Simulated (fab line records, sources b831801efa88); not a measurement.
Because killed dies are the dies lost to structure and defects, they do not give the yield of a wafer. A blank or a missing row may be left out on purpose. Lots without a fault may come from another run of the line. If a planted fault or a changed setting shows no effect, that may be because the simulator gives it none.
Matching of chambers :: flow sky130 :: 4 sister chambers for SKY_FIELD_ISO_ETCH_17 on rie si-02
The step etches Si in HBr/Cl2/O2, target depth 342 nm, time 97.7 s. 4 wafers are shown with their chamber, then 8 later ones without.

EACH WAFER AND ITS CHAMBER
wafer: L497.2
chamber: 2
run length s (s): 125.7

wafer: L503.5
chamber: 1
run length s (s): 125.9

wafer: L503.6
chamber: 0
run length s (s): 126.5

wafer: L513.2
chamber: 3
run length s (s): 126.3

WAFERS MISSING THEIR CHAMBER
wafer: L513.3
run length s (s): 126.1

wafer: L513.6
run length s (s): 125.7

wafer: L514.4
run length s (s): 126.7

wafer: L514.5
run length s (s): 126.1

wafer: L514.6
run length s (s): 126.5

wafer: L515.1
run length s (s): 126.1

wafer: L515.3
run length s (s): 125.9

wafer: L515.5
run length s (s): 125.9

THE CHAMBER EACH PASSED THROUGH
wafer: L513.3
from the rows above: can't be placed: 1 or 3 or 2 or 0
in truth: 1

wafer: L513.6
from the rows above: can't be placed: 2 or 1
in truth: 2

wafer: L514.4
from the rows above: can't be placed: 0 or 3
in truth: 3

wafer: L514.5
from the rows above: can't be placed: 1 or 3 or 2 or 0
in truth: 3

wafer: L514.6
from the rows above: can't be placed: 0 or 3
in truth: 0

wafer: L515.1
from the rows above: can't be placed: 1 or 3 or 2 or 0
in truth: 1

wafer: L515.3
from the rows above: can't be placed: 1 or 2
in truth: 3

wafer: L515.5
from the rows above: can't be placed: 1 or 2
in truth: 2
Placed correctly: 0 of 8. These rows do not allow placing 8 (true chamber among the candidates in 7). Number placed wrongly: 0.
How it was worked out, from the rows above alone: a wafer's distance from a chamber is the root of the sum, over the readings, of the square of ((its reading less the chamber's mean) divided by the reading's scatter). The wafer belongs to the nearest chamber; if the next one is less than 2 further off, it can't be placed. The mean given for a chamber averages the wafers shown for that chamber. The scatter: with one shown wafer a chamber, the root of the mean of the squares of how far each hidden wafer lies from its nearest shown one.
